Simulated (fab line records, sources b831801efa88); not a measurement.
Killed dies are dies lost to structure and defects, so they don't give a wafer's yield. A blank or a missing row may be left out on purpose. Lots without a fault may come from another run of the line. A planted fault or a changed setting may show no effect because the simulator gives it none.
A struck lot beside a sound one | flow sky130 | 15 steps out of a route of 708
Sound: wafers L892.3, L892.4, L892.5. Struck: wafers L901.3, L901.4, L901.6. The cause comes at the end.
At each step with rows: each side's tool, then ch and its chambers, then its first start. Under that, the readings that differ: sound wafers | struck wafers | difference of the means | sigmas: that difference in standard deviations of wafers without a fault.
alike: readings whose means differ by less than 2 such deviations, and words and numbers that are the same on both sides. not compared: withheld readings, readings that some wafer has no value for, bounds like >300 that may hide the same value, and numbers for which the record gives no deviation and whose values overlap.
The two part at a step that has a row with sigmas, a row that says differs or no value, or rows on one side only. Numbers that don't overlap but have no deviation are shown without sigmas and don't part them. A reading that every wafer of one side lacks parts them only if that side has two wafers or more.

first, 4 steps without rows for these wafers: SKY_LDD_N_IMPLANT_12; SKY_LDD_N_IMPLANT_13; SKY_LDD_N_IMPLANT_14; SKY_LDD_N_IMPLANT_15.
SKY_LDD_N_STRIP_16: strips in O2/N2.
  sound on plasma_asher-03 ch 0,1, day 21 19:41; struck on plasma_asher-04 ch 0,1, day 24 23:58
  alike: drypump_motor_current_A, oes_product_au, strip_time_to_endpoint_s
  not compared: rf_hours_counter_h
SKY_LDD_N_TW_MEAS_17:
  sound on film_metro-01, day 21 19:47; struck on film_metro-04, day 25 00:02
  alike: LDD_N_TW
then, 6 steps without rows for these wafers: SKY_LDD_P_DEHYDRATE_00 (time 60 s); SKY_LDD_P_HMDS_01 (prime time 60 s); SKY_LDD_P_COAT_02 (resist thk 1140 nm); SKY_LDD_P_SOFTBAKE_03 (time 60 s); SKY_LDD_P_EXPOSE_04 (exposes mask PSDM, target cd 380 nm); SKY_LDD_P_PEB_05.
SKY_LDD_P_DEVELOP_06: develop time 60 s.
  sound on litho_track-01 ch 0, day 23 01:11; struck on litho_track-03 ch 0, day 26 04:58
  reading              | sound             | struck            | difference | sigmas
  developer_temp_C (C) | 22.93 22.86 23.06 | 25.22 25.20 25.17 | +2.25      | +22
  alike: resist_line_temp_C
SKY_LDD_P_CD_MEAS_07: target cd 380 nm.
  sound on cd_sem-01, day 23 01:20; struck on cd_sem-02, day 26 05:07
  alike: cd_nm
SKY_LDD_P_OVL_MEAS_08:
  sound on overlay-02, day 23 01:25; struck on overlay-02, day 26 05:12
  alike: LDD_P_OVL

WHERE THEY PART
Only at SKY_LDD_P_DEVELOP_06, within this record. Later steps at which nothing parts them and some readings are alike: SKY_LDD_P_CD_MEAS_07, SKY_LDD_P_OVL_MEAS_08.

WHY: what the simulator had put in
Process parameter drift: litho_track-03, from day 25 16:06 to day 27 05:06, at SKY_LDD_P_DEVELOP_06. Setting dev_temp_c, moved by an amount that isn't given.
